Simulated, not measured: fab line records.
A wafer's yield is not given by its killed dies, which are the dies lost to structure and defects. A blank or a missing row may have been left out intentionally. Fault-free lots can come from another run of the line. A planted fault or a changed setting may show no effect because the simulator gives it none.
Which tool was responsible? ; flow sky130 ; 13 lots with 39 wafers sampled at 4 steps, on a route of 708 steps

## WHAT THE GAUGES READ, wafer by wafer
SKY_POLY_GATE_THK_MEAS_01. Usual: POLY_GATE_CVD_00_THK 179.5 nm, standard deviation 1.7.
lot;measured;on;POLY_GATE_CVD_00_THK (nm);flag
L868;day 15 01:34;filmMetro-02;182.1 181.9 182.1;
L869;day 15 05:54;filmMetro-02;179.2 181.5 179.4;
L870;day 15 19:16;filmMetro-01;179.9 178.8 179.6;
L874;day 16 19:53;filmMetro-02;180.2 181.6 180.8;
L876;day 17 07:06;filmMetro-03;180.4 180.0 180.3;
L880;day 19 08:09;filmMetro-03;181.6 181.6 181.9;
L883;day 20 03:50;filmMetro-01;179.6 177.1 177.8;
L884;day 20 11:43;filmMetro-01;179.6 180.0 180.8;
L886;day 21 02:20;filmMetro-01;181.2 179.7 177.6;
L887;day 21 11:06;filmMetro-01;182.4 180.9 182.1;
L888;day 21 13:23;filmMetro-01;177.6 178.6 179.8;
L889;day 22 05:31;filmMetro-03;180.2 181.4 180.0;
L891;day 22 15:40;filmMetro-01;177.0 177.4 178.6;

SKY_LDD_N_OVL_MEAS_07. Usual: LDD_N_OVL 0.1 nm, standard deviation 1.
lot;measured;on;LDD_N_OVL (nm);flag
L868;day 18 23:32;overlay-02;0.8 0.9 0.2;
L869;day 19 03:45;overlay-01;0.6 -0.3 -1.3;
L870;day 19 19:44;overlay-02;0.2 0.3 -0.7;
L874;day 20 23:42;overlay-02;-1.0 -0.1 0.9;
L876;day 21 12:17;overlay-02;-0.6 0.0 0.8;
L880;day 23 14:18;overlay-01;-0.9 -2.0 0.5;
L883;day 24 06:41;overlay-02;-0.6 -0.2 1.2;
L884;day 24 13:47;overlay-02;0.3 -1.8 -2.5;
L886;day 25 03:35;overlay-02;0.7 -0.4 1.5;
L887;day 25 11:40;overlay-01;-0.5 0.0 0.5;
L888;day 25 14:08;overlay-02;0.2 0.9 0.0;
L889;day 26 08:31;overlay-01;1.9 0.0 0.5;
L891;day 26 12:50;overlay-01;0.6 -0.2 1.5;

SKY_LDD_HVN_TW_MEAS_10. Usual: LDD_HVN_TW 1433, standard deviation 19.
lot;measured;on;LDD_HVN_TW;flag
L868;day 21 17:43;filmMetro-03;1409 1410 1415;
L869;day 21 21:53;filmMetro-02;1460 1462 1457;
L870;day 22 13:02;filmMetro-01;1420 1412 1422;
L874;day 23 17:08;filmMetro-01;1435 1427 1424;
L876;day 24 04:28;filmMetro-01;1427 1436 1433;
L880;day 26 03:21;filmMetro-03;1413 1421 1418;
L883;day 26 19:22;filmMetro-03;1502 1498 1504;OFF
L884;day 27 02:50;filmMetro-03;1505 1504 1498;OFF
L886;day 27 16:46;filmMetro-01;1425 1428 1424;
L887;day 28 00:28;filmMetro-03;1406 1406 1402;
L888;day 28 01:24;filmMetro-02;1454 1445 1453;
L889;day 28 20:49;filmMetro-02;1452 1455 1449;
L891;day 29 01:07;filmMetro-02;1456 1461 1463;

## EACH LOT AND THE TOOL THAT RAN IT (in order: tool; ch and the chambers of the sampled wafers; start)
lot;SKY_LDD_HVN_IMPLANT_08
L868;implanter-03 ch 0, day 21 17:29
L869;implanter-03 ch 0, day 21 21:40
L870;implanter-02 ch 0, day 22 12:48
L874;implanter-03 ch 0, day 23 16:55
L876;implanter-02 ch 0, day 24 04:13
L880;implanter-03 ch 0, day 26 03:09
L883;implanter-03 ch 0, day 26 19:07
L884;implanter-03 ch 0, day 27 02:37
L886;implanter-02 ch 0, day 27 16:31
L887;implanter-04 ch 0, day 28 00:13
L888;implanter-04 ch 0, day 28 01:10
L889;implanter-04 ch 0, day 28 20:34
L891;implanter-02 ch 0, day 29 00:52
- SKY_LDD_HVN_IMPLANT_08

## WHAT THE TOOLS THEMSELVES READ (means of the sampled wafers that have a number; where no wafer has one, the mark that the record gives instead)
SKY_LDD_HVN_IMPLANT_08. Usual: beamEnergyKeV at 60.004, with a standard deviation of 0.02.
lot;tool;beamEnergyKeV;flag
L868;implanter-03;59.969;
L869;implanter-03;59.974;
L870;implanter-02;60.014;
L874;implanter-03;60.033;
L876;implanter-02;60.014;
L880;implanter-03;60.015;
L883;implanter-03;77.243;OFF
L884;implanter-03;77.240;OFF
L886;implanter-02;60.011;
L887;implanter-04;60.011;
L888;implanter-04;60.016;
L889;implanter-04;59.981;
L891;implanter-02;60.000;

## THE ANSWER, worked out from the rows above alone
Rule: lot off if the mean of its wafers having a number is beyond 3 standard deviations from the usual mean. A lot without any number at a reading at which 4 lots or more have one is off too. Where the step has rows for the other lots, those lots are counted as sound. After the gauges, taken in route order, come the tools' own readings; for these a lot's mean is taken, as printed above. The first step at which some lot is off is used, and at that step the reading that is off furthest; a lot without a number counts as furthest.
Off: at SKY_LDD_HVN_TW_MEAS_10 (LDD_HVN_TW), L883, L884.
A tool fits if, at a process step before that reading, it ran every lot that is off, and no sound lot after the first of them. The gauges at SKY_LDD_HVN_TW_MEAS_10 aren't tried: what is off there is off at SKY_LDD_HVN_IMPLANT_08 too, on other tools, and a gauge's error can't cause that. One fits: SKY_LDD_HVN_IMPLANT_08 on implanter-03. A fault onset in the window from L880 (day 26 03:09, its last sound lot) to L883 (day 26 19:07, its first lot off) fits.
On the lots that are off, the tool's own readings at SKY_LDD_HVN_IMPLANT_08 differ by more than 5 times the standard deviation of the sound lots' means, which bears it out; beamEnergyKeV reads 77.242 there versus 60.003 on the sound lots.

## WHAT HAD BEEN PUT IN BY THE SIMULATOR
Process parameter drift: implanter-03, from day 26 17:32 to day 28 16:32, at SKY_LDD_HVN_IMPLANT_08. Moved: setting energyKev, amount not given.
Lots struck among those shown: L883, L884. The rule above reached the same finding.
